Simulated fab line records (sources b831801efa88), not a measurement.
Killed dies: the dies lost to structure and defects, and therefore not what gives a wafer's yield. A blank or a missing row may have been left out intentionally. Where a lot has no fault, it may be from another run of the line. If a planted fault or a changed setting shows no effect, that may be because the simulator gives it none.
Which tool did it?	flow sky130	14 lots with 42 wafers sampled at 4 steps, on a route of 708 steps

## WHAT THE GAUGES SHOWED, per wafer
SKY_RES_PROTECT_TW_MEAS_08. Usual: POLY_GATE_TW 4017, standard deviation 61.
lot	measured	on	POLY_GATE_TW	flag
L745	day 15 00:53	film metro-03	4099 4095 4117	
L747	day 15 14:56	film metro-03	4106 4101 4108	
L749	day 16 10:50	film metro-02	4045 4022 4036	
L748	day 16 11:08	film metro-01	3946 3962 3958	
L750	day 17 06:41	film metro-02	4017 4003 3995	
L751	day 17 16:14	film metro-02	3998 3997 3982	
L752	day 18 07:01	film metro-02	4029 4029 4038	
L755	day 19 01:49	film metro-02	4045 4033 4021	
L758	day 20 06:32	film metro-02	4021 3995 4014	
L759	day 20 22:14	film metro-03	4092 4100 4108	
L761	day 21 06:56	film metro-02	4023 4037 4023	
L766	day 22 18:44	film metro-02	4011 3990 4005	
L765	day 23 01:07	film metro-01	3916 3935 3943	
L768	day 23 09:00	film metro-03	4080 4082 4069	

SKY_LDD_HVN_OVL_MEAS_07. Usual: LDD_HVN_OVL -1.1 nm, standard deviation 1.2.
lot	measured	on	LDD_HVN_OVL (nm)	flag
L745	day 20 08:59	overlay-02	-1.1 -2.4 -1.5	
L747	day 21 01:17	overlay-01	-1.5 -1.1 -2.1	
L749	day 21 21:08	overlay-01	0.5 -2.2 -2.5	
L748	day 21 20:07	overlay-01	0.0 -1.1 1.4	
L750	day 22 13:44	overlay-01	-1.7 -2.3 -2.6	
L751	day 22 23:41	overlay-02	-0.9 -1.1 0.3	
L752	day 23 14:23	overlay-02	1.6 0.9 1.2	
L755	day 24 07:26	overlay-02	-2.6 0.1 -0.7	
L758	day 25 12:07	overlay-01	-2.3 -1.2 -2.0	
L759	day 26 03:22	overlay-02	-1.7 -1.6 -1.4	
L761	day 26 12:28	overlay-01	-0.2 -1.0 0.3	
L766	day 27 20:40	overlay-01	-0.8 -1.4 -0.7	
L765	day 28 05:07	overlay-02	-2.2 -2.2 -2.1	
L768	day 28 11:12	overlay-02	-2.4 -2.4 -2.5	

SKY_LI_CONTACT_THK_MEAS_01. Usual: LI_CONTACT_HDPCVD_THK 929 nm, standard deviation 9.9.
lot	measured	on	LI_CONTACT_HDPCVD_THK (nm)	flag
L745	day 27 21:41	film metro-04	929 954 945	
L747	day 28 18:39	film metro-01	948 935 942	
L749	day 29 10:33	film metro-02	922 929 918	
L748	day 29 08:11	film metro-04	940 928 928	
L750	day 30 00:04	film metro-02	924 912 926	
L751	day 30 07:57	film metro-02	928 923 920	
L752	day 31 00:32	film metro-01	932 916 921	
L755	day 31 15:40	film metro-01	937 942 923	
L758	day 32 18:03	film metro-02	919 938 929	
L759	day 33 09:45	film metro-02	935 917 931	
L761	day 33 14:06	film metro-01	927 940 928	
L766	day 34 20:54	film metro-01	933 925 940	
L765	day 35 04:43	film metro-01	925 934 923	
L768	day 35 10:53	film metro-04	928 925 914	

## WHICH TOOL RAN EACH LOT (tool, then ch and the chambers of the sampled wafers, then the start)
lot	SKY_LDD_N_IMPLANT_14
L745	implanter-01 ch 0, day 17 19:47
L747	implanter-01 ch 0, day 18 10:54
L749	implanter-04 ch 0, day 19 06:23
L748	implanter-02 ch 0, day 19 05:51
L750	implanter-02 ch 0, day 19 23:55
L751	implanter-02 ch 0, day 20 09:38
L752	implanter-01 ch 0, day 21 01:22
L755	implanter-02 ch 0, day 21 19:58
L758	implanter-02 ch 0, day 23 00:26
L759	implanter-02 ch 0, day 23 15:56
L761	implanter-02 ch 0, day 24 01:02
L766	implanter-01 ch 0, day 25 10:41
L765	implanter-04 ch 0, day 25 17:59
L768	implanter-04 ch 0, day 26 02:03
- SKY_LDD_N_IMPLANT_14

## AS READ BY THE TOOLS THEMSELVES (means over the sampled wafers that have a number; for cases with no such wafer, the mark the record gives instead)
SKY_LDD_N_IMPLANT_14. Usual: beam energy keV 49.997, standard deviation 0.017; faraday current uA 28.1, standard deviation 0.61; rotation deg 180.00 degrees, standard deviation 0.04.
lot	tool	beam energy keV	faraday current uA	rotation deg (degrees)	flag
L745	implanter-01	49.996	28.4	180.00	
L747	implanter-01	49.998	28.2	179.98	
L749	implanter-04	49.988	28.4	180.01	
L748	implanter-02	50.010	28.1	180.02	
L750	implanter-02	49.987	27.9	180.01	
L751	implanter-02	50.011	28.3	180.01	
L752	implanter-01	49.978	28.1	179.96	
L755	implanter-02	50.014	28.1	180.03	
L758	implanter-02	52.579	28.1	179.99	OFF
L759	implanter-02	52.559	29.0	180.06	OFF
L761	implanter-02	52.590	28.0	179.99	OFF
L766	implanter-01	50.003	27.8	179.99	
L765	implanter-04	49.987	28.1	179.99	
L768	implanter-04	49.976	27.9	180.00	

## THE ANSWER, worked out from the rows above alone
Rule: a lot is off if the mean of its wafers that have a number lies more than 3 standard deviations from the usual mean. Also off: a lot with no number at a reading for which 4 or more lots have one. Any other lot the step has rows for is counted as sound. After the gauges, taken in route order, come the tools' own readings; for these a lot's mean is taken, as printed above. At the first step where some lot is off, the reading lying furthest off is the one used; lots without a number count as furthest.
Off, at SKY_LDD_N_IMPLANT_14 on beam energy keV: L758, L759, L761.
A tool fits if, at that step or a process step before it, it ran every lot that is off, and no sound lot after the first of them. One fits: implanter-02 at SKY_LDD_N_IMPLANT_14. Its last sound lot is L755 (day 21 19:58), its first lot that is off L758 (day 23 00:26): a fault that began between those two fits.
The tool's own readings at SKY_LDD_N_IMPLANT_14 bear it out: on the lots that are off they differ by more than 5 times the standard deviation of the sound lots' means. beam energy keV reads 52.576 there against 49.995 on the sound lots.

## WHAT WAS PUT IN BY THE SIMULATOR
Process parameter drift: implanter-02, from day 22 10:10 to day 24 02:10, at SKY_LDD_N_IMPLANT_14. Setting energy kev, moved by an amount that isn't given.
Shown lots that were struck: L758, L759, L761. Same finding as the rule above.
